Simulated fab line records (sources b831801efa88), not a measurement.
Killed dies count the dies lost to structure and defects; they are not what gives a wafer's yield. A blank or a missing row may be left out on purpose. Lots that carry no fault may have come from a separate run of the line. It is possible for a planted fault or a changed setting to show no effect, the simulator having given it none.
fab line records	flow sky130
record lots=7	wafers=17	last-day=50
route steps=708 shown FIELD_ISO@13 PAD_OPEN@708
lots that met no fault: from a run of the same line without faults
start-h: start of the lot's first displayed wafer, in hours after the record's first day	wait-h: hours from the lot's prior step to this one	" as in the row above	L1.1+2: a row that stands for several wafers	- no value, or no start given	* or withheld: withheld	< > ~ a bound
route shown NAME@n: NAME is a module with steps in the file, n the number in the route of the first one	usual: average and standard deviation across the fault-free wafers	same: alike in all rows	chamber/n: place in a boat	sites: readings site by site	_std_site: the standard deviation of these	_edge_site: the outer-site mean with the inner-site mean subtracted	radius-mm: how far each site lies from the wafer's centre	mask NAME#n: copy n	behind: the most recent tool/chamber to have shaped the wafer	hold: reason for holding the lot/hours on hold/outcome of the hold	device: transistor that didn't switch, given as n, p or np	end of line: tests of these same wafers at the route's end	step lacking rows: just its recipe	killed: dies that structure and defects cost at the first sort, which is not the same as the wafer's yield	map: per-die view of a wafer (x killed, . not killed, _ where there is no die)
set.NAME: the setting as run; set.NAME@STEP: as run at that earlier step	model.NAME: the simulator's own value behind a step, which no gauge read
lots seen at some steps along the route; tables by step, rows by wafer
services: when a tool's chamber went out of use (start-h, in hours from the record's first day, below 0 if earlier), for how many hours, and the reason
## steps
# step SKY_FIELD_ISO_DEVELOP_12
# recipe develop-time-s=60	resist=KrF-thick	dev-temp-c=21
# step SKY_FIELD_ISO_CD_MEAS_13
# recipe target-cd-nm=150
# usual cd-nm=149.9/1.7
lot.wafer	tool	chamber	start-h	wait-h	cd-nm
L316.4	cd-sem-01	-	29.13	-	151.9
L316.5	"	-	"	"	151.4
L316.6	"	-	"	"	150.5
L319.2	cd-sem-02	-	47.93	-	151.2
L319.5	"	-	"	"	151.4
L319.6	"	-	"	"	151.5
L321.3	cd-sem-01	-	59.75	-	149.7
L321.4	"	-	"	"	151.3
L321.5	"	-	"	"	150.3
L324.3	cd-sem-02	-	70.20	-	149.1
L324.5	"	-	"	"	149.2
L324.6	"	-	"	"	151.2
L334.6	cd-sem-01	-	122.32	-	150.4
L338.6	cd-sem-02	-	142.67	-	149.0
L339.1	cd-sem-02	-	149.86	-	150.9
L339.4	"	-	"	"	150.9
L339.5	"	-	"	"	150.6
# step SKY_FIELD_ISO_ETCH_14
# recipe chemistry=N2/H2	target=BARC	ion-energy-ev=200	source-w=500	bias-w=100	pressure-mtorr=30	n2-flow-sccm=100	h2-flow-sccm=200	stop-on=SiO2	time-s=45.9	target-depth-a=600
# usual drypump-motor-current-A=5.7/0.34	oes-product-au=0.854/0.0046	throttle-valve-pct=13.225/0.0094
lot.wafer	tool	chamber	start-h	wait-h	drypump-motor-current-A	oes-product-au	rf-hours-counter-h	throttle-valve-pct
L316.4	rie-diel-02	2	29.19	0.0	5.1	0.856	2	13.234
L316.5	"	0	"	"	5.4	0.851	-	13.227
L316.6	"	3	"	"	5.2	0.855	-	13.227
L319.2	rie-diel-04	1	48.03	0.1	6.0	0.861	134	13.228
L319.5	"	1	"	"	6.1	0.857	-	13.221
L319.6	"	2	"	"	5.6	0.861	-	13.236
L321.3	rie-diel-04	2	59.83	0.1	5.6	0.856	173	13.219
L321.4	"	0	"	"	5.8	0.846	-	13.220
L321.5	"	2	"	"	5.7	0.846	-	13.216
L324.3	rie-diel-03	2	70.28	0.1	5.7	0.845	65	13.228
L324.5	"	0	"	"	6.0	0.852	-	13.222
L324.6	"	1	"	"	5.5	0.853	-	13.228
L334.6	rie-diel-03	3	122.36	0.0	5.8	0.853	-	13.225
L338.6	rie-diel-03	3	142.71	0.0	5.8	0.848	-	13.228
L339.1	rie-diel-02	2	149.98	0.1	5.2	0.861	4	13.216
L339.4	"	3	"	"	5.3	0.857	-	13.240
L339.5	"	2	"	"	5.1	0.854	-	13.211
# step SKY_FIELD_ISO_ETCH_15
# recipe chemistry=CHF3/O2	target-depth-nm=180	stop-on=Si	source-w=600	bias-w=200	pressure-mtorr=40	chf3-flow-sccm=50	O2_flow_sccm=5	time-s=72
# usual drypump-motor-current-A=5.7/0.34	oes-product-au=0.949/0.0068	throttle-valve-pct=8.844/0.0094
lot.wafer	tool	chamber	start-h	wait-h	drypump-motor-current-A	oes-product-au	rf-hours-counter-h	throttle-valve-pct
L316.4	rie-diel-02	2	29.23	0.0	5.1	0.948	2	8.841
L316.5	"	0	"	"	5.4	0.947	-	8.841
L316.6	"	3	"	"	5.2	0.949	-	8.835
L319.2	rie-diel-04	1	48.10	0.0	6.0	0.953	134	8.850
L319.5	"	1	"	"	6.0	0.955	-	8.847
L319.6	"	2	"	"	5.6	0.952	-	8.845
L321.3	rie-diel-04	2	59.88	0.0	5.6	0.959	173	8.844
L321.4	"	0	"	"	5.8	0.948	-	8.849
L321.5	"	2	"	"	5.6	0.952	-	8.852
L324.3	rie-diel-03	2	70.33	0.0	5.6	0.951	65	8.841
L324.5	"	0	"	"	6.0	0.948	-	8.847
L324.6	"	1	"	"	5.5	0.947	-	8.843
L334.6	rie-diel-03	3	122.41	0.0	5.8	0.957	-	8.839
L338.6	rie-diel-03	3	142.76	0.0	5.7	0.945	-	8.836
L339.1	rie-diel-02	2	150.03	0.0	5.2	0.949	4	8.833
L339.4	"	3	"	"	5.2	0.953	-	8.832
L339.5	"	2	"	"	5.2	0.949	-	8.858
# step SKY_FIELD_ISO_STRIP_16
# recipe chemistry=O2/N2	power-w=1400	pressure-mtorr=1500	platen-temp-c=withheld	o2-flow-sccm=3000	n2-flow-sccm=300	overash-fraction=0.5
# usual drypump-motor-current-A=5.6/0.57	oes-product-au=0.378/0.0051	strip-time-to-endpoint-s=3.56/0.031
lot.wafer	tool	chamber	start-h	wait-h	drypump-motor-current-A	oes-product-au	rf-hours-counter-h	strip-time-to-endpoint-s
L316.4	plasma-asher-01	1	29.32	0.1	4.9	0.374	-	3.54
L316.5	"	0	"	"	5.8	0.373	-	3.53
L316.6	"	1	"	"	4.9	0.380	-	3.59
L319.2	plasma-asher-01	1	48.18	0.1	4.9	0.384	42	3.57
L319.5	"	1	"	"	4.9	0.372	-	3.56
L319.6	"	0	"	"	5.8	0.381	-	3.59
L321.3	plasma-asher-01	0	59.97	0.1	5.8	0.375	-	3.59
L321.4	"	1	"	"	4.9	0.378	-	3.58
L321.5	"	0	"	"	5.8	0.382	-	3.62
L324.3	plasma-asher-02	1	70.42	0.1	5.7	0.378	-	3.59
L324.5	"	1	"	"	5.7	0.380	-	3.55
L324.6	"	0	"	"	6.7	0.370	-	3.58
L334.6	plasma-asher-04	1	122.51	0.1	5.9	0.377	-	3.53
L338.6	plasma-asher-02	0	142.86	0.1	6.7	0.377	-	3.56
L339.1	plasma-asher-02	0	150.08	0.0	6.7	0.377	3	3.56
L339.4	"	0	"	"	6.7	0.377	-	3.57
L339.5	"	0	"	"	6.7	0.379	-	3.56
# step SKY_FIELD_ISO_ETCH_17
# recipe target-depth-a=3420	mask-material=Si3N4	chemistry=HBr/Cl2/O2	target=Si	taper-deg=5	icp-w=600	bias-w=150	pressure-mtorr=15	HBr_flow_sccm=150	Cl2_flow_sccm=40	O2_flow_sccm=6	time-s=97.7
# usual drypump-motor-current-A=5.8/0.39	mfc-cl2-sccm=39.99/0.11	oes-product-au=1.003/0.0091	throttle-valve-pct=25.653/0.01
lot.wafer	tool	chamber	start-h	wait-h	drypump-motor-current-A	mfc-cl2-sccm	oes-product-au	rf-hours-counter-h	throttle-valve-pct
L316.4	rie-si-01	0	29.39	0.0	6.5	40.01	1.009	2	25.658
L316.5	"	2	"	"	5.6	39.92	1.010	-	25.657
L316.6	"	1	"	"	6.0	39.92	1.015	-	25.646
L319.2	rie-si-02	3	48.28	0.1	5.4	40.15	1.005	121	25.657
L319.5	"	2	"	"	6.2	39.99	1.003	-	25.660
L319.6	"	1	"	"	5.3	40.12	1.001	-	25.643
L321.3	rie-si-02	3	60.03	0.0	5.4	40.19	0.988	121	25.668
L321.4	"	2	"	"	6.2	39.91	1.008	52	25.652
L321.5	"	2	"	"	6.2	40.02	0.995	-	25.653
L324.3	rie-si-01	1	70.48	0.0	6.0	39.83	1.011	134	25.657
L324.5	"	0	"	"	6.5	39.94	0.991	-	25.670
L324.6	"	3	"	"	5.6	40.07	0.993	-	25.664
L334.6	rie-si-02	2	122.57	0.0	6.1	39.80	0.991	-	25.654
L338.6	rie-si-01	0	142.92	0.0	6.5	39.88	1.010	-	25.678
L339.1	rie-si-02	1	150.18	0.1	5.3	39.80	1.005	92	25.669
L339.4	"	0	"	"	5.6	39.85	0.995	45	25.662
L339.5	"	1	"	"	5.3	40.10	0.997	-	25.665
# step SKY_FIELD_ISO_WET_ETCH_18
# recipe chemistry=H3PO4	target-depth-nm=25	temp-c=160	target=Si3N4	time-s=286
# step SKY_FIELD_ISO_CLEAN_19
# recipe chemistry=SC1/SC2	mix=1:4:20	temp-c=70	time-s=150
# step SKY_FIELD_ISO_CLEAN_20
# recipe chemistry=dHF	time-s=20	dilution=100:1
# step SKY_FIELD_ISO_WET_ETCH_21
# recipe chemistry=dHF	dilution=100:1	target-depth-nm=20	dry=ipa-marangoni	target=SiO2	temp-c=25	time-s=400
# step SKY_FIELD_ISO_OXIDATION_22
# recipe temp-c=950	ambient=O2	stabilise-s=600	purge-s=300	target-thk-a=100	ox-time-s=623
# step SKY_FIELD_ISO_THK_MEAS_23
# recipe reads=SiO2_of_FIELD_ISO_OXIDATION_22
# usual FIELD_ISO_OXIDATION_01_THK=10.05/0.18
lot.wafer	tool	chamber	start-h	wait-h	FIELD_ISO_OXIDATION_01_THK[nm]
L316.4	film-metro-04	-	34.65	0.0	10.13
L316.5	"	-	"	"	10.05
L316.6	"	-	"	"	9.91
L319.2	film-metro-04	-	51.08	0.0	10.28
L319.5	"	-	"	"	10.17
L319.6	"	-	"	"	10.27
L321.3	film-metro-02	-	62.42	0.0	9.92
L321.4	"	-	"	"	9.99
L321.5	"	-	"	"	10.13
L324.3	film-metro-04	-	77.45	0.0	10.12
L324.5	"	-	"	"	10.19
L324.6	"	-	"	"	10.07
L334.6	film-metro-03	-	126.08	0.1	10.43
L338.6	film-metro-03	-	145.59	0.1	10.26
L339.1	film-metro-03	-	152.14	0.0	10.09
L339.4	"	-	"	"	10.13
L339.5	"	-	"	"	10.05
# step SKY_FIELD_ISO_CVD_24
# recipe material=SiO2	target-thk-nm=595	temp-c=650	sigma-open-frac=0.3	time-s=99.2	sih4-flow-sccm=60	pressure-mtorr=6
# usual susceptor-temp-C=650.0/0.33
lot.wafer	tool	chamber	start-h	wait-h	susceptor-temp-C	model.SiO2_of_FIELD_ISO_CVD_24.thk-nm
L316.4	hdpcvd-02	0	34.72	0.1	650.4	604.8
L316.5	"	1	"	"	649.5	602.9
L316.6	"	2	"	"	649.9	599.4
L319.2	hdpcvd-01	1	51.13	0.0	649.9	582.1
L319.5	"	1	"	"	650.0	585
L319.6	"	0	"	"	650.2	581.4
L321.3	hdpcvd-02	1	62.46	0.0	650.3	602.2
L321.4	"	2	"	"	649.6	593.7
L321.5	"	0	"	"	650.2	592.4
L324.3	hdpcvd-02	1	77.57	0.1	650.3	594.3
L324.5	"	0	"	"	649.8	596.5
L324.6	"	2	"	"	650.2	596.9
L334.6	hdpcvd-01	1	126.13	0.0	649.9	825.1
L338.6	hdpcvd-01	1	145.64	0.0	650.1	824.7
L339.1	hdpcvd-01	2	152.20	0.1	650.0	588.7
L339.4	"	1	"	"	649.8	819.5
L339.5	"	2	"	"	650.0	583.1
# step SKY_FIELD_ISO_THK_MEAS_25
# recipe reads=SiO2_of_FIELD_ISO_CVD_24
# usual FIELD_ISO_CVD_24_THK=595/7.8
lot.wafer	tool	chamber	start-h	wait-h	hold	FIELD_ISO_CVD_24_THK[nm]
L316.4	film-metro-02	-	34.78	0.0	-	604
L316.5	"	-	"	"	-	603
L316.6	"	-	"	"	-	600
L319.2	film-metro-04	-	51.21	0.0	-	582
L319.5	"	-	"	"	-	585
L319.6	"	-	"	"	-	581
L321.3	film-metro-04	-	62.55	0.1	-	602
L321.4	"	-	"	"	-	593
L321.5	"	-	"	"	-	592
L324.3	film-metro-02	-	77.66	0.1	-	594
L324.5	"	-	"	"	-	597
L324.6	"	-	"	"	-	597
L334.6	film-metro-02	-	126.21	0.1	await-dispo/0.2h/release	825
L334.6	film-metro-02	-	126.44	0.2	-	825
L338.6	film-metro-04	-	145.72	0.1	await-dispo/0.2h/release	825
L338.6	film-metro-04	-	145.95	0.2	-	825
L339.1	film-metro-04	-	152.27	0.0	await-dispo/0.2h/release	589
L339.4	"	-	"	"	await-dispo/0.2h/release	819
L339.5	"	-	"	"	await-dispo/0.2h/release	583
L339.1	film-metro-04	-	152.50	0.2	-	588
L339.4	"	-	"	"	-	820
L339.5	"	-	"	"	-	583
# step SKY_FIELD_ISO_CMP_27
# recipe stop-on=Si3N4	t-overpolish-s=16	down-force-psi=4	platen-rpm=60	target-thk-nm=457.8	pad-velocity-m-s=0.94248
# usual motor-current-A=12.0/1.3	retaining-ring-pressure-frac=1.000/0.0051	time-to-endpoint-s=112/3.4
lot.wafer	tool	chamber	start-h	wait-h	motor-current-A	retaining-ring-pressure-frac	time-to-endpoint-s
L316.4	cmp-01	3	40.38	0.1	13.5	1.003	112
L316.5	"	1	"	"	14.0	0.994	113
L316.6	"	2	"	"	11.9	1.001	111
L319.2	cmp-02	2	59.93	0.1	10.8	1.000	113
L319.6	"	0	"	"	11.0	1.007	113
L319.5	"	1	"	"	11.3	1.007	113
L321.3	cmp-02	1	67.91	0.3	11.7	1.002	116
L321.4	"	3	"	"	12.3	0.998	118
L321.5	"	1	"	"	11.2	1.001	119
L324.3	cmp-01	1	82.59	0.3	13.5	0.990	111
L324.6	"	1	"	"	13.3	1.003	112
L324.5	"	2	"	"	12.3	0.998	111
L334.6	cmp-02	1	134.64	0.2	11.6	1.001	154
L338.6	cmp-01	2	151.31	0.2	12.6	0.996	156
L339.1	cmp-02	1	155.81	0.4	11.6	0.999	114
L339.4	"	3	"	"	12.2	0.993	159
L339.5	"	1	"	"	11.4	1.004	110
# step SKY_FIELD_ISO_WET_ETCH_28
# recipe chemistry=dHF	target-depth-nm=23.7	target=SiO2	dilution=10:1	temp-c=25	time-s=47
# step SKY_PAD_OPEN_PROBE_99
# usual killed_at_M0_to_M3=44/6.5	killed_at_M4_up=3.3/1.9	killed-at-contacts=24/5.3	killed-at-front-end=15/4.5	killed-at-other=0.3/0.58	killed-dies=87/9.3	killed-open=48/6.6	killed-short=39/6.1
# same gross-dies=492	killed-at-back-side=0
lot.wafer	tool	chamber	start-h	wait-h	killed_at_M0_to_M3	killed_at_M4_up	killed-at-contacts	killed-at-front-end	killed-at-other	killed-dies	killed-open	killed-short
L316.4	prober-02	-	1086.12	0.2	49	3	34	20	0	106	60	46
L316.5	prober-02	-	1086.17	0.2	35	3	31	14	1	84	40	44
L316.6	prober-02	-	1086.22	0.2	49	3	24	18	0	94	52	42
L334.6	prober-02	-	1178.00	0.2	47	5	27	9	1	89	48	41
# killed by level:class
L316.4 LI_CONTACT:geometric-particle:open=14 VIA2:geometric-particle:open=8 VIA3:geometric-particle:open=7 CONTACT:geometric-particle:short=7 VIA1:geometric-particle:open=7 POLY_GATE:geometric-particle:short=6 METAL2:geometric-particle:open=5 CONTACT:geometric-particle:open=5
L316.5 CONTACT:geometric-particle:open=11 VIA1:geometric-particle:open=9 LOCAL_INTERCONNECT:geometric-particle:short=7 METAL2:geometric-particle:short=7 VIA2:geometric-particle:open=7 CONTACT:geometric-particle:short=5 POLY_GATE:geometric-particle:short=4 FIELD_ISO:geometric-particle:open=3
L316.6 CONTACT:geometric-particle:open=10 VIA1:geometric-particle:short=8 VIA1:geometric-particle:open=8 VIA2:geometric-particle:open=7 METAL2:geometric-particle:short=6 FIELD_ISO:geometric-particle:open=5 LOCAL_INTERCONNECT:geometric-particle:short=5 FIELD_ISO:geometric-particle:short=5
L334.6 VIA1:geometric-particle:open=12 CONTACT:geometric-particle:open=11 VIA3:geometric-particle:open=7 METAL1:geometric-particle:short=6 VIA1:geometric-particle:short=6 METAL2:geometric-particle:short=5 METAL4:geometric-particle:short=5 LI_CONTACT:geometric-particle:short=4
## services
tool	chamber	start-h	hours	kind
rie-diel-02	0	8.26	4.1	repair
rie-diel-04	-	18.13	4.0	pm
rie-diel-04	0	22.42	2.7	repair
cmp-02	-	25.11	0.7	repair
rie-diel-04	0	46.09	7.0	repair
hdpcvd-02	-	46.30	0.9	repair
rie-diel-04	3	46.35	16.3	repair
cmp-02	-	51.69	1.5	repair
plasma-asher-01	-	56.42	0.6	repair
cmp-01	-	64.24	4.0	pm
hdpcvd-01	-	66.75	15.0	pm
cmp-02	-	74.82	10.5	pm
plasma-asher-01	-	91.38	0.6	repair
cmp-02	-	93.29	5.1	pm
hdpcvd-02	-	99.83	0.3	repair
plasma-asher-02	-	108.75	9.0	pm
rie-diel-02	1	117.41	6.2	repair
rie-diel-02	3	125.34	4.3	repair
hdpcvd-01	2	127.77	7.7	repair
cmp-01	-	129.56	8.5	pm
rie-si-01	1	145.23	3.6	repair
cmp-01	-	145.81	0.9	repair
rie-diel-04	2	148.26	4.6	repair
cmp-01	-	148.65	1.6	repair
## key
first-sign step=SKY_FIELD_ISO_THK_MEAS_25	reading=visit	direction=added
effect step=SKY_FIELD_ISO_THK_MEAS_25	reading=FIELD_ISO_CVD_24_THK	direction=up	sigmas=29	usual=595	struck=823
effect step=SKY_FIELD_ISO_CMP_27	reading=time-to-endpoint-s	direction=up	sigmas=13	usual=*	struck=*
model-effect step=SKY_FIELD_ISO_CVD_24	value=SiO2_of_FIELD_ISO_CVD_24.thk-nm	without=584.2	struck=823.1
met-at SKY_FIELD_ISO_CVD_24
struck-wafers L334.6,L338.6,L339.4
tester-left-out L334,L338,L339
onset-between 51.13 126.13
fault kind=process-parameter-drift	tool=hdpcvd-01	chamber=-	onset-h=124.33	steps=SKY_FIELD_ISO_CVD_24	channel=target-thk-nm	offset=238.95	shape=step	end-h=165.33	scope=struck-wafers-only	acts-in=these-recipes-only	stated=595
# tester-left-out: of these lots the tester's yield and bins aren't shown, on N5 and GAA mostly nor the transistor test; their killed dies are dies lost to structure and defects alone, not to doping, threshold or leakage, so they don't give the yield
